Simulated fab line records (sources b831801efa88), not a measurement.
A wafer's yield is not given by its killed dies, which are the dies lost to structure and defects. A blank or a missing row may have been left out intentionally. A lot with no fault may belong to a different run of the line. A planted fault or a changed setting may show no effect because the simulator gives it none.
2 desks, one fault ; flow sky130 ; each desk has only its own numbers; what lay behind them comes last

FROM THE METROLOGY DESK
Means of the sampled wafers that have a number, per lot and without regard to the tool the lot ran on: this is what the gauges read. The brackets show how far a lot's mean lies from the usual mean; more than 4 standard deviations puts the lot out of limits, marked OUT.
Columns: A = PASSIVATION_CVD_02_THK at SKY_PASSIVATION_THK_MEAS_03, usual 540 nm
lot;first seen here;A
L387;day 42 18:22;540
L388;day 43 17:53;533
L389;day 44 14:38;539
L390;day 45 07:04;544
L392;day 45 11:44;537
L397;day 47 01:42;534
L398;day 47 05:04;546
L400;day 48 12:29;536
L403;day 48 14:20;543
L404;day 48 18:10;480 (-9.0) OUT
L407;day 49 06:05;476 (-9.7) OUT
This desk's result: L404, L407 out of limits, first on L404 (PASSIVATION_CVD_02_THK at SKY_PASSIVATION_THK_MEAS_03), day 48 18:10. L387, L388, L389, L390, L392, L397, L398, L400, L403: within limits.

DESK OF THE TOOL OWNER: pecvd-02
The tool's own readings at SKY_PASSIVATION_CVD_02 (deposits Si3N4, target thk 540 nm): means of the sampled wafers that have a number, for each lot that ran on this tool. The brackets show how far a lot's mean lies from the usual mean; more than 4 standard deviations puts the lot out of limits, marked OUT.
Columns: A = heater power w at SKY_PASSIVATION_CVD_02, usual 724 W
lot;first seen here;A
L390;day 45 06:50;688
L392;day 45 11:31;713
L400;day 48 12:15;732
L404;day 48 17:55;672
L407;day 49 05:52;890
This desk's finding: nothing out of limits on any of the 5 lots.

BROUGHT TOGETHER
On L404, L407, the metrology desk was in a position to raise an alarm at day 48 18:10.
The tool owner's desk saw nothing out of limits.
Tool owner's desk: L404, L407 on record, inside its limits.
SKY_PASSIVATION_CVD_02 was run on pecvd-02 by each of the lots named.

WHAT THE SIMULATOR HAD PUT IN
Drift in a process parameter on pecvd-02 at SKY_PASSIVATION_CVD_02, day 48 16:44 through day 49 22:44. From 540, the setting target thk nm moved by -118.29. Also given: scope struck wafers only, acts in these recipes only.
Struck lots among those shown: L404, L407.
Hours from the fault's start to each desk's first reading out of limits: the metrology desk, 1.
